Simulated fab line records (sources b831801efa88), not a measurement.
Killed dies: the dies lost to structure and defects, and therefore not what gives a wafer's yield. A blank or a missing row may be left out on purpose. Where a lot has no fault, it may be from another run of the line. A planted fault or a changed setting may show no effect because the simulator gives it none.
fab line records :: flow sky130 :: part 2 of 2: steps 27 to 36 of 36
[record]
  lots = 5
  wafers = 15
  last_day = 49
route steps=708 shown METAL2@498 VIA2@507 METAL3@532
lots with no fault: from the same line, run without faults
start_h: the number of hours between the record's first day and the start of the first shown wafer of the lot :: wait_h: how many hours have passed since the lot's step before this one :: " unchanged from the row above :: L1.1+2: a single row standing in for several wafers :: - no value present, or no start provided :: * or withheld: withheld :: < > ~ a bound
route shown NAME@n: a module of which the file shows steps, and the number in the route of the first :: usual: the fault-free wafers' mean and standard deviation :: same: alike in all rows :: chamber/n: place in a boat :: sites: the reading at each site :: _std_site: the values' standard deviation :: _edge_site: the outer-site mean with the inner-site mean subtracted :: radius_mm: how far each site lies from the wafer's centre :: mask NAME#n: copy n :: behind: the most recent tool/chamber to have shaped the wafer :: hold: why the lot was held/for how many hours/how that ended :: device: names the non-switching transistor (n, p or np) :: end of line: the route-end tests of the same wafers :: a step with no rows: only its recipe :: killed: dies that structure and defects cost at the first sort, which is not the same as the wafer's yield :: map: shows each die of a wafer: x if killed, . if not, _ if none is there
set.NAME: setting as actually run; set.NAME@STEP: the setting as run at that earlier step :: model.NAME: the simulator's own value behind a step, which no gauge read
a table for each step, a row for each wafer; lots at some steps of the route
services: a tool's chamber out of use, with start hour (start_h, from the record's first day; less than 0 if before it), hours out, and reason
[[steps]]
[step SKY_VIA2_STRIP_17]
[recipe]
  chemistry = post_etch_residue_remover
  time_s = 1200
  temp_c = 72.5
lot.wafer: L078.1+4+5
tool: wet_bench-01
chamber: 0
start_h: 879.70
wait_h: 0.1

lot.wafer: L083.1+4+6
tool: wet_bench-02
chamber: 1
start_h: 918.48
wait_h: 0.1

lot.wafer: L084.2+3+5
tool: wet_bench-04
chamber: 0
start_h: 923.55
wait_h: 0.1

lot.wafer: L087.1+2+5
tool: wet_bench-04
chamber: 0
start_h: 947.50
wait_h: 0.1

lot.wafer: L092.2+5+6
tool: wet_bench-01
chamber: 1
start_h: 978.30
wait_h: 0.1
[step SKY_VIA2_CLEAN_18]
[recipe]
  chemistry = IPA
  time_s = 180
  temp_c = 25
lot.wafer: L078.1+4+5
tool: wet_bench-02
chamber: 1
start_h: 880.04
wait_h: 0.0

lot.wafer: L083.1+4+6
tool: wet_bench-01
chamber: 1
start_h: 918.83
wait_h: 0.0

lot.wafer: L084.2+3+5
tool: wet_bench-01
chamber: 3
start_h: 923.89
wait_h: 0.0

lot.wafer: L087.1+2+5
tool: wet_bench-01
chamber: 3
start_h: 947.84
wait_h: 0.0

lot.wafer: L092.2+5+6
tool: wet_bench-02
chamber: 1
start_h: 978.64
wait_h: 0.0
[step SKY_VIA2_CLEAN_19]
[recipe]
  chemistry = O3/DIW
  dry = n2_spin
lot.wafer: L078.1+4+5
tool: wet_bench-04
chamber: 3
start_h: 880.10
wait_h: 0.0

lot.wafer: L083.1+4+6
tool: wet_bench-04
chamber: 2
start_h: 918.88
wait_h: 0.0

lot.wafer: L084.2+3+5
tool: wet_bench-02
chamber: 0
start_h: 923.95
wait_h: 0.0

lot.wafer: L087.1+2+5
tool: wet_bench-04
chamber: 2
start_h: 947.91
wait_h: 0.0

lot.wafer: L092.2+5+6
tool: wet_bench-01
chamber: 3
start_h: 978.70
wait_h: 0.0
[step SKY_VIA2_SPUTTER_20]
[recipe]
  material = TiN
  target_thk_nm = 20
  chamber_pressure_pa = 5
  power_w = 4000
  time_s = 80
[usual]
  throttle_valve_pct = 29.9/0.63
lot.wafer: L078.1
tool: pvd_sputter-03
chamber: -
start_h: 880.19
wait_h: 0.0
throttle_valve_pct: 29.8

lot.wafer: L078.4
tool: pvd_sputter-03
chamber: -
start_h: 880.19
wait_h: 0.0
throttle_valve_pct: 29.5

lot.wafer: L078.5
tool: pvd_sputter-03
chamber: -
start_h: 880.19
wait_h: 0.0
throttle_valve_pct: 29.6

lot.wafer: L083.1
tool: pvd_sputter-03
chamber: -
start_h: 918.98
wait_h: 0.0
throttle_valve_pct: 29.6

lot.wafer: L083.4
tool: pvd_sputter-03
chamber: -
start_h: 918.98
wait_h: 0.0
throttle_valve_pct: 30.2

lot.wafer: L083.6
tool: pvd_sputter-03
chamber: -
start_h: 918.98
wait_h: 0.0
throttle_valve_pct: 30.0

lot.wafer: L084.2
tool: pvd_sputter-03
chamber: -
start_h: 924.04
wait_h: 0.0
throttle_valve_pct: 29.5

lot.wafer: L084.3
tool: pvd_sputter-03
chamber: -
start_h: 924.04
wait_h: 0.0
throttle_valve_pct: 29.2

lot.wafer: L084.5
tool: pvd_sputter-03
chamber: -
start_h: 924.04
wait_h: 0.0
throttle_valve_pct: 29.9

lot.wafer: L087.1
tool: pvd_sputter-01
chamber: -
start_h: 948.00
wait_h: 0.0
throttle_valve_pct: 30.4

lot.wafer: L087.2
tool: pvd_sputter-01
chamber: -
start_h: 948.00
wait_h: 0.0
throttle_valve_pct: 29.6

lot.wafer: L087.5
tool: pvd_sputter-01
chamber: -
start_h: 948.00
wait_h: 0.0
throttle_valve_pct: 29.4

lot.wafer: L092.2
tool: pvd_sputter-01
chamber: -
start_h: 978.79
wait_h: 0.0
throttle_valve_pct: 29.5

lot.wafer: L092.5
tool: pvd_sputter-01
chamber: -
start_h: 978.79
wait_h: 0.0
throttle_valve_pct: 30.3

lot.wafer: L092.6
tool: pvd_sputter-01
chamber: -
start_h: 978.79
wait_h: 0.0
throttle_valve_pct: 30.5
[step SKY_VIA2_CVD_21]
[recipe]
  material = W
  target_thk_nm = 420
  time_s = 126.4
  temp_c = 400
  pressure_torr = 40
[usual]
  chamber_pressure_Torr = 40.02/0.085
  heater_power_w = 836/77
lot.wafer: L078.1
tool: cvd_w-02
chamber: 0
start_h: 880.26
wait_h: 0.0
chamber_pressure_Torr: 39.87
heater_power_w: 937

lot.wafer: L078.4
tool: cvd_w-02
chamber: 1
start_h: 880.26
wait_h: 0.0
chamber_pressure_Torr: 39.84
heater_power_w: 859

lot.wafer: L078.5
tool: cvd_w-02
chamber: 0
start_h: 880.26
wait_h: 0.0
chamber_pressure_Torr: 39.89
heater_power_w: 946

lot.wafer: L083.1
tool: cvd_w-01
chamber: 0
start_h: 919.04
wait_h: 0.0
chamber_pressure_Torr: 40.12
heater_power_w: 786

lot.wafer: L083.4
tool: cvd_w-01
chamber: 1
start_h: 919.04
wait_h: 0.0
chamber_pressure_Torr: 40.02
heater_power_w: 740

lot.wafer: L083.6
tool: cvd_w-01
chamber: 0
start_h: 919.04
wait_h: 0.0
chamber_pressure_Torr: 39.84
heater_power_w: 795

lot.wafer: L084.2
tool: cvd_w-02
chamber: 1
start_h: 924.11
wait_h: 0.0
chamber_pressure_Torr: 40.19
heater_power_w: 883

lot.wafer: L084.3
tool: cvd_w-02
chamber: 0
start_h: 924.11
wait_h: 0.0
chamber_pressure_Torr: 40.08
heater_power_w: 969

lot.wafer: L084.5
tool: cvd_w-02
chamber: 0
start_h: 924.11
wait_h: 0.0
chamber_pressure_Torr: 40.04
heater_power_w: 964

lot.wafer: L087.1
tool: cvd_w-01
chamber: 1
start_h: 948.06
wait_h: 0.0
chamber_pressure_Torr: 39.97
heater_power_w: 727

lot.wafer: L087.2
tool: cvd_w-01
chamber: 0
start_h: 948.06
wait_h: 0.0
chamber_pressure_Torr: 40.08
heater_power_w: 796

lot.wafer: L087.5
tool: cvd_w-01
chamber: 1
start_h: 948.06
wait_h: 0.0
chamber_pressure_Torr: 39.87
heater_power_w: 714

lot.wafer: L092.2
tool: cvd_w-01
chamber: 0
start_h: 978.86
wait_h: 0.0
chamber_pressure_Torr: 40.04
heater_power_w: 810

lot.wafer: L092.5
tool: cvd_w-01
chamber: 1
start_h: 978.86
wait_h: 0.0
chamber_pressure_Torr: 40.01
heater_power_w: 732

lot.wafer: L092.6
tool: cvd_w-01
chamber: 0
start_h: 978.86
wait_h: 0.0
chamber_pressure_Torr: 40.01
heater_power_w: 815
[step SKY_VIA2_RS_MEAS_22]
[recipe]
  thk_meas_gauge = four-point-probe
  reads = W_of_VIA2_CVD_21+TiN_of_VIA2_SPUTTER_20
[usual]
  VIA2_W_RS = 0.273/0.004
lot.wafer: L078.1
tool: film_metro-02
chamber: -
start_h: 880.39
wait_h: 0.1
VIA2_W_RS[ohm/sq]: 0.276

lot.wafer: L078.4
tool: film_metro-02
chamber: -
start_h: 880.39
wait_h: 0.1
VIA2_W_RS[ohm/sq]: 0.264

lot.wafer: L078.5
tool: film_metro-02
chamber: -
start_h: 880.39
wait_h: 0.1
VIA2_W_RS[ohm/sq]: 0.273

lot.wafer: L083.1
tool: film_metro-04
chamber: -
start_h: 919.17
wait_h: 0.1
VIA2_W_RS[ohm/sq]: 0.271

lot.wafer: L083.4
tool: film_metro-04
chamber: -
start_h: 919.17
wait_h: 0.1
VIA2_W_RS[ohm/sq]: 0.272

lot.wafer: L083.6
tool: film_metro-04
chamber: -
start_h: 919.17
wait_h: 0.1
VIA2_W_RS[ohm/sq]: 0.272

lot.wafer: L084.2
tool: film_metro-03
chamber: -
start_h: 924.26
wait_h: 0.1
VIA2_W_RS[ohm/sq]: 0.265

lot.wafer: L084.3
tool: film_metro-03
chamber: -
start_h: 924.26
wait_h: 0.1
VIA2_W_RS[ohm/sq]: 0.279

lot.wafer: L084.5
tool: film_metro-03
chamber: -
start_h: 924.26
wait_h: 0.1
VIA2_W_RS[ohm/sq]: 0.274

lot.wafer: L087.1
tool: film_metro-03
chamber: -
start_h: 948.19
wait_h: 0.1
VIA2_W_RS[ohm/sq]: 0.272

lot.wafer: L087.2
tool: film_metro-03
chamber: -
start_h: 948.19
wait_h: 0.1
VIA2_W_RS[ohm/sq]: 0.270

lot.wafer: L087.5
tool: film_metro-03
chamber: -
start_h: 948.19
wait_h: 0.1
VIA2_W_RS[ohm/sq]: 0.275

lot.wafer: L092.2
tool: film_metro-03
chamber: -
start_h: 979.01
wait_h: 0.1
VIA2_W_RS[ohm/sq]: 0.276

lot.wafer: L092.5
tool: film_metro-03
chamber: -
start_h: 979.01
wait_h: 0.1
VIA2_W_RS[ohm/sq]: 0.275

lot.wafer: L092.6
tool: film_metro-03
chamber: -
start_h: 979.01
wait_h: 0.1
VIA2_W_RS[ohm/sq]: 0.277
[step SKY_VIA2_THK_MEAS_23]
[recipe]
  thk_meas_gauge = xrf
  reads = W_of_VIA2_CVD_21
[usual]
  VIA2_W_THK = 426/9.6
lot.wafer: L078.1
tool: film_metro-02
chamber: -
start_h: 880.51
wait_h: 0.1
VIA2_W_THK[nm]: 425

lot.wafer: L078.4
tool: film_metro-02
chamber: -
start_h: 880.51
wait_h: 0.1
VIA2_W_THK[nm]: 444

lot.wafer: L078.5
tool: film_metro-02
chamber: -
start_h: 880.51
wait_h: 0.1
VIA2_W_THK[nm]: 434

lot.wafer: L083.1
tool: film_metro-04
chamber: -
start_h: 919.29
wait_h: 0.1
VIA2_W_THK[nm]: 424

lot.wafer: L083.4
tool: film_metro-04
chamber: -
start_h: 919.29
wait_h: 0.1
VIA2_W_THK[nm]: 422

lot.wafer: L083.6
tool: film_metro-04
chamber: -
start_h: 919.29
wait_h: 0.1
VIA2_W_THK[nm]: 423

lot.wafer: L084.2
tool: film_metro-03
chamber: -
start_h: 924.37
wait_h: 0.1
VIA2_W_THK[nm]: 429

lot.wafer: L084.3
tool: film_metro-03
chamber: -
start_h: 924.37
wait_h: 0.1
VIA2_W_THK[nm]: 412

lot.wafer: L084.5
tool: film_metro-03
chamber: -
start_h: 924.37
wait_h: 0.1
VIA2_W_THK[nm]: 418

lot.wafer: L087.1
tool: film_metro-03
chamber: -
start_h: 948.31
wait_h: 0.1
VIA2_W_THK[nm]: 422

lot.wafer: L087.2
tool: film_metro-03
chamber: -
start_h: 948.31
wait_h: 0.1
VIA2_W_THK[nm]: 426

lot.wafer: L087.5
tool: film_metro-03
chamber: -
start_h: 948.31
wait_h: 0.1
VIA2_W_THK[nm]: 421

lot.wafer: L092.2
tool: film_metro-03
chamber: -
start_h: 979.12
wait_h: 0.1
VIA2_W_THK[nm]: 414

lot.wafer: L092.5
tool: film_metro-03
chamber: -
start_h: 979.12
wait_h: 0.1
VIA2_W_THK[nm]: 419

lot.wafer: L092.6
tool: film_metro-03
chamber: -
start_h: 979.12
wait_h: 0.1
VIA2_W_THK[nm]: 415
[step SKY_VIA2_CMP_24]
[recipe]
  stop_on = SiO2
  t_overpolish_s = 20
  down_force_psi = 3.5
  platen_rpm = 60
  target_thk_nm = 0
  pad_velocity_m_s = 0.94248
[usual]
  head_pressure_psi = 3.500/0.0076
  motor_current_A = 11.0/0.91
  overpolish_run_s = 20.001/0.0087
  slurry_filter_dp_kPa = 13.51/0.12
  time_to_endpoint_s = 102/3.5
[same]
  t_overpolish_s = 20
lot.wafer: L078.4
tool: cmp-02
chamber: 0
start_h: 880.67
wait_h: 0.1
head_pressure_psi: 3.510
motor_current_A: 10.3
overpolish_run_s: 20.010
slurry_filter_dp_kPa: 13.64
time_to_endpoint_s: 104

lot.wafer: L078.1
tool: cmp-02
chamber: 1
start_h: 880.67
wait_h: 0.1
head_pressure_psi: 3.499
motor_current_A: 10.8
overpolish_run_s: 19.984
slurry_filter_dp_kPa: 13.37
time_to_endpoint_s: 99

lot.wafer: L078.5
tool: cmp-02
chamber: 2
start_h: 880.67
wait_h: 0.1
head_pressure_psi: 3.491
motor_current_A: 9.9
overpolish_run_s: 20.012
slurry_filter_dp_kPa: 13.45
time_to_endpoint_s: 101

lot.wafer: L083.4
tool: cmp-01
chamber: 3
start_h: 919.40
wait_h: 0.1
head_pressure_psi: 3.510
motor_current_A: 11.8
overpolish_run_s: 20.006
slurry_filter_dp_kPa: 13.63
time_to_endpoint_s: 99

lot.wafer: L083.1
tool: cmp-01
chamber: 0
start_h: 919.40
wait_h: 0.1
head_pressure_psi: 3.503
motor_current_A: 11.8
overpolish_run_s: 19.987
slurry_filter_dp_kPa: 13.41
time_to_endpoint_s: 101

lot.wafer: L083.6
tool: cmp-01
chamber: 2
start_h: 919.40
wait_h: 0.1
head_pressure_psi: 3.488
motor_current_A: 12.3
overpolish_run_s: 20.005
slurry_filter_dp_kPa: 13.59
time_to_endpoint_s: 101

lot.wafer: L084.3
tool: cmp-02
chamber: 1
start_h: 924.47
wait_h: 0.1
head_pressure_psi: 3.498
motor_current_A: 10.8
overpolish_run_s: 20.015
slurry_filter_dp_kPa: 13.51
time_to_endpoint_s: 103

lot.wafer: L084.2
tool: cmp-02
chamber: 2
start_h: 924.47
wait_h: 0.1
head_pressure_psi: 3.505
motor_current_A: 10.6
overpolish_run_s: 19.986
slurry_filter_dp_kPa: 13.59
time_to_endpoint_s: 110

lot.wafer: L084.5
tool: cmp-02
chamber: 0
start_h: 924.47
wait_h: 0.1
head_pressure_psi: 3.502
motor_current_A: 10.0
overpolish_run_s: 20.011
slurry_filter_dp_kPa: 13.52
time_to_endpoint_s: 107

lot.wafer: L087.2
tool: cmp-02
chamber: 1
start_h: 948.42
wait_h: 0.1
head_pressure_psi: 3.509
motor_current_A: 10.4
overpolish_run_s: 19.994
slurry_filter_dp_kPa: 13.60
time_to_endpoint_s: 100

lot.wafer: L087.1
tool: cmp-02
chamber: 3
start_h: 948.42
wait_h: 0.1
head_pressure_psi: 3.494
motor_current_A: 10.2
overpolish_run_s: 20.003
slurry_filter_dp_kPa: 13.51
time_to_endpoint_s: 101

lot.wafer: L087.5
tool: cmp-02
chamber: 0
start_h: 948.42
wait_h: 0.1
head_pressure_psi: 3.493
motor_current_A: 10.2
overpolish_run_s: 20.000
slurry_filter_dp_kPa: 13.58
time_to_endpoint_s: 102

lot.wafer: L092.2
tool: cmp-01
chamber: 0
start_h: 979.32
wait_h: 0.2
head_pressure_psi: 3.492
motor_current_A: 11.8
overpolish_run_s: 19.987
slurry_filter_dp_kPa: 13.43
time_to_endpoint_s: 97

lot.wafer: L092.5
tool: cmp-01
chamber: 1
start_h: 979.32
wait_h: 0.2
head_pressure_psi: 3.499
motor_current_A: 11.5
overpolish_run_s: 19.999
slurry_filter_dp_kPa: 13.50
time_to_endpoint_s: 100

lot.wafer: L092.6
tool: cmp-01
chamber: 2
start_h: 979.32
wait_h: 0.2
head_pressure_psi: 3.487
motor_current_A: 12.3
overpolish_run_s: 20.001
slurry_filter_dp_kPa: 13.46
time_to_endpoint_s: 96
[step SKY_METAL3_SPUTTER_00]
[recipe]
  material = Ti
  target_thk_nm = 15
  power_w = 3000
  time_s = 10
  chamber_pressure_pa = 0.4
[usual]
  throttle_valve_pct = 29.9/1
lot.wafer: L078.1
tool: pvd_sputter-04
chamber: -
start_h: 880.87
wait_h: 0.1
throttle_valve_pct: 32.4

lot.wafer: L078.4
tool: pvd_sputter-04
chamber: -
start_h: 880.87
wait_h: 0.1
throttle_valve_pct: 31.8

lot.wafer: L078.5
tool: pvd_sputter-04
chamber: -
start_h: 880.87
wait_h: 0.1
throttle_valve_pct: 32.3

lot.wafer: L083.1
tool: pvd_sputter-03
chamber: -
start_h: 919.65
wait_h: 0.1
throttle_valve_pct: 29.5

lot.wafer: L083.4
tool: pvd_sputter-03
chamber: -
start_h: 919.65
wait_h: 0.1
throttle_valve_pct: 29.9

lot.wafer: L083.6
tool: pvd_sputter-03
chamber: -
start_h: 919.65
wait_h: 0.1
throttle_valve_pct: 29.7

lot.wafer: L084.2
tool: pvd_sputter-03
chamber: -
start_h: 924.72
wait_h: 0.1
throttle_valve_pct: 29.0

lot.wafer: L084.3
tool: pvd_sputter-03
chamber: -
start_h: 924.72
wait_h: 0.1
throttle_valve_pct: 29.6

lot.wafer: L084.5
tool: pvd_sputter-03
chamber: -
start_h: 924.72
wait_h: 0.1
throttle_valve_pct: 30.0

lot.wafer: L087.1
tool: pvd_sputter-04
chamber: -
start_h: 948.67
wait_h: 0.1
throttle_valve_pct: 29.0

lot.wafer: L087.2
tool: pvd_sputter-04
chamber: -
start_h: 948.67
wait_h: 0.1
throttle_valve_pct: 32.4

lot.wafer: L087.5
tool: pvd_sputter-04
chamber: -
start_h: 948.67
wait_h: 0.1
throttle_valve_pct: 29.1

lot.wafer: L092.2
tool: pvd_sputter-04
chamber: -
start_h: 979.47
wait_h: 0.1
throttle_valve_pct: 29.5

lot.wafer: L092.5
tool: pvd_sputter-04
chamber: -
start_h: 979.47
wait_h: 0.1
throttle_valve_pct: 28.9

lot.wafer: L092.6
tool: pvd_sputter-04
chamber: -
start_h: 979.47
wait_h: 0.1
throttle_valve_pct: 31.8
[step SKY_METAL3_SPUTTER_01]
[recipe]
  material = TiN
  target_thk_nm = 20
  power_w = 6500
  time_s = 16.7
  chamber_pressure_pa = 0.4
[usual]
  throttle_valve_pct = 29.9/0.99
lot.wafer: L078.1
tool: pvd_sputter-04
chamber: -
start_h: 880.89
wait_h: 0.0
throttle_valve_pct: 32.4

lot.wafer: L078.4
tool: pvd_sputter-04
chamber: -
start_h: 880.89
wait_h: 0.0
throttle_valve_pct: 31.7

lot.wafer: L078.5
tool: pvd_sputter-04
chamber: -
start_h: 880.89
wait_h: 0.0
throttle_valve_pct: 32.6

lot.wafer: L083.1
tool: pvd_sputter-03
chamber: -
start_h: 919.67
wait_h: 0.0
throttle_valve_pct: 29.6

lot.wafer: L083.4
tool: pvd_sputter-03
chamber: -
start_h: 919.67
wait_h: 0.0
throttle_valve_pct: 29.4

lot.wafer: L083.6
tool: pvd_sputter-03
chamber: -
start_h: 919.67
wait_h: 0.0
throttle_valve_pct: 29.8

lot.wafer: L084.2
tool: pvd_sputter-03
chamber: -
start_h: 924.75
wait_h: 0.0
throttle_valve_pct: 29.1

lot.wafer: L084.3
tool: pvd_sputter-03
chamber: -
start_h: 924.75
wait_h: 0.0
throttle_valve_pct: 29.6

lot.wafer: L084.5
tool: pvd_sputter-03
chamber: -
start_h: 924.75
wait_h: 0.0
throttle_valve_pct: 30.1

lot.wafer: L087.1
tool: pvd_sputter-04
chamber: -
start_h: 948.69
wait_h: 0.0
throttle_valve_pct: 29.4

lot.wafer: L087.2
tool: pvd_sputter-04
chamber: -
start_h: 948.69
wait_h: 0.0
throttle_valve_pct: 32.4

lot.wafer: L087.5
tool: pvd_sputter-04
chamber: -
start_h: 948.69
wait_h: 0.0
throttle_valve_pct: 29.3

lot.wafer: L092.2
tool: pvd_sputter-04
chamber: -
start_h: 979.49
wait_h: 0.0
throttle_valve_pct: 29.5

lot.wafer: L092.5
tool: pvd_sputter-04
chamber: -
start_h: 979.49
wait_h: 0.0
throttle_valve_pct: 28.8

lot.wafer: L092.6
tool: pvd_sputter-04
chamber: -
start_h: 979.49
wait_h: 0.0
throttle_valve_pct: 31.6
[[services]]
tool: wet_bench-04
chamber: -
start_h: 834.24
hours: 3.1
kind: repair

tool: pvd_sputter-04
chamber: -
start_h: 834.45
hours: 0.6
kind: repair

tool: pvd_sputter-04
chamber: -
start_h: 837.07
hours: 1.5
kind: repair

tool: krf_scanner-01
chamber: -
start_h: 858.04
hours: 2.6
kind: repair

tool: cmp-01
chamber: -
start_h: 871.36
hours: 5.0
kind: pm

tool: rie_diel-02
chamber: 3
start_h: 871.93
hours: 8.7
kind: repair

tool: krf_scanner-01
chamber: -
start_h: 879.05
hours: 4.4
kind: pm

tool: krf_scanner-01
chamber: -
start_h: 886.28
hours: 0.8
kind: pm

tool: krf_scanner-01
chamber: -
start_h: 899.56
hours: 1.3
kind: pm

tool: pvd_sputter-04
chamber: -
start_h: 902.12
hours: 25.9
kind: repair

tool: cmp-01
chamber: -
start_h: 912.00
hours: 4.0
kind: pm

tool: rie_diel-02
chamber: 3
start_h: 922.64
hours: 15.9
kind: repair

tool: rie_metal-02
chamber: 1
start_h: 923.06
hours: 5.0
kind: repair

tool: cmp-01
chamber: -
start_h: 930.56
hours: 11.6
kind: repair

tool: rie_diel-02
chamber: 1
start_h: 931.04
hours: 1.3
kind: repair

tool: krf_scanner-01
chamber: -
start_h: 941.47
hours: 0.5
kind: repair

tool: rie_diel-04
chamber: 3
start_h: 944.46
hours: 1.3
kind: repair

tool: cmp-01
chamber: -
start_h: 945.97
hours: 1.6
kind: repair

tool: rie_diel-04
chamber: 1
start_h: 950.50
hours: 15.4
kind: repair

tool: rie_metal-02
chamber: -
start_h: 958.00
hours: 2.8
kind: pm

tool: rie_metal-01
chamber: 1
start_h: 961.11
hours: 19.3
kind: repair

tool: krf_scanner-01
chamber: -
start_h: 972.21
hours: 1.0
kind: pm

tool: rie_diel-04
chamber: 3
start_h: 979.12
hours: 15.1
kind: repair

tool: wet_bench-02
chamber: -
start_h: 979.34
hours: 33.8
kind: pm
